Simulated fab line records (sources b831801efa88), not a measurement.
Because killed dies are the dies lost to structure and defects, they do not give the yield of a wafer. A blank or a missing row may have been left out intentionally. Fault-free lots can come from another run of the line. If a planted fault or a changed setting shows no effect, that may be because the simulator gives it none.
A lot that was struck, set against a sound lot / flow sky130 / 19 out of 708 route steps
Sound: wafers L360.1, L360.4, L360.6. Struck: wafer L357.2. (L357.5, L357.6 of the same lot were not struck and are left out.) The cause comes at the end.
Per side, at each step with rows, come the tool, then ch with its chambers, and then its first start. Under that, the readings that differ: sound wafers / struck wafers / difference of the means / sigmas: that difference in standard deviations of wafers without a fault.
alike: a reading whose means differ by less than 2 such deviations, as well as words and numbers matching on both sides. not compared: withheld readings; readings where some wafer has no value; bounds like >300 that might hide an equal value; numbers whose values overlap and for which the record gives no deviation.
Wherever a step has rows on one side only, a row that says differs or no value, or a row with sigmas, the two part there. Non-overlapping numbers with no deviation appear without sigmas and do not part them. A reading missing from all wafers of one side parts the sides only when that side holds two or more wafers.

first, 1 step without rows for these wafers: SKY_POLY_CUT_DEVELOP_07 (develop time 60 s).
SKY_POLY_CUT_CD_MEAS_08 targets a cd of 270 nm.
  sound on cdSem-02, day 28 15:41; struck on cdSem-01, day 27 23:40
  alike: cdNm
SKY_POLY_CUT_OVL_MEAS_09:
  sound on overlay-02, day 28 15:49; struck on overlay-02, day 27 23:46
  alike: POLY_CUT_OVL
SKY_POLY_CUT_ETCH_10: etches BARC in N2/H2, stops on SiO2, time 45.9 s, target depth 60 nm.
  sound on rieDiel-03 ch 2,3, day 28 15:51; struck on rieDiel-03 ch 0, day 27 23:48
reading=drypumpMotorCurrentA (A); sound=6.5 6.3 6.3; struck=5.0; difference=-1.4; sigmas=-2
  alike: oesProductAu, throttleValvePct
  not compared: rfHoursCounterH
SKY_POLY_CUT_ETCH_11: etches Si3N4 in CF4/CH2F2/Ar, stops on poly-Si, time 42.5 s, target depth 60 nm.
  sound on rieDiel-03 ch 2,3, day 28 15:53; struck on rieDiel-03 ch 0, day 27 23:50
reading=drypumpMotorCurrentA (A); sound=6.5 6.3 6.2; struck=5.0; difference=-1.3; sigmas=-2
  alike: oesProductAu, throttleValvePct
  not compared: rfHoursCounterH
SKY_POLY_CUT_STRIP_12: strips in O2/N2.
  sound on plasmaAsher-03 ch 0,1, day 28 15:56; struck on plasmaAsher-01 ch 1, day 27 23:53
reading=oesProductAu (a.u.); sound=0.455 0.456 0.454; struck=0.444; difference=-0.011; sigmas=-2
  alike: drypumpMotorCurrentA, stripTimeToEndpointS
  not compared: rfHoursCounterH
then, 6 steps without rows for these wafers: SKY_SD_P_DEHYDRATE_00 (time 60 s); SKY_SD_P_HMDS_01 (prime time 60 s); SKY_SD_P_COAT_02 (resist thk 1140 nm); SKY_SD_P_SOFTBAKE_03 (time 60 s); SKY_SD_P_EXPOSE_04 (exposes mask PSDM, target cd 380 nm); SKY_SD_P_PEB_05.
SKY_SD_P_DEVELOP_06: develop time 60 s.
  sound on lithoTrack-02 ch 0, day 29 19:26; struck on lithoTrack-03 ch 0, day 29 03:40
  alike: chillPlateTempC, exhaustPa
SKY_SD_P_CD_MEAS_07 targets a cd of 380 nm.
  sound on cdSem-01, day 29 19:35; struck on cdSem-02, day 29 03:49
  not compared: cdNm
SKY_SD_P_OVL_MEAS_08:
  sound on overlay-01, day 29 19:42; struck on overlay-01, day 29 03:55
  not compared: SD_P_OVL
after that, 1 step had no rows for these wafers: SKY_SD_P_IMPLANT_09.
SKY_SD_P_STRIP_10: strips in O2/N2.
  sound on plasmaAsher-04 ch 0,1, day 29 19:53; struck on plasmaAsher-02 ch 0, day 29 04:06
  alike: drypumpMotorCurrentA, oesProductAu, stripTimeToEndpointS
  not compared: rfHoursCounterH
SKY_SD_P_TW_MEAS_11:
  sound on filmMetro-04, day 29 19:59; struck on filmMetro-01, day 29 04:13
reading=SD_P_TW; sound=2788 2799 2792; struck=30; difference=-2763; sigmas=-99 or more
then, 1 step without rows for these wafers: SKY_RES_XHIGH_DEHYDRATE_00 (time 60 s).

WHERE THEY PART
First at SKY_POLY_CUT_ETCH_10; last, within this record, at SKY_SD_P_TW_MEAS_11.

WHY: what the simulator had put in
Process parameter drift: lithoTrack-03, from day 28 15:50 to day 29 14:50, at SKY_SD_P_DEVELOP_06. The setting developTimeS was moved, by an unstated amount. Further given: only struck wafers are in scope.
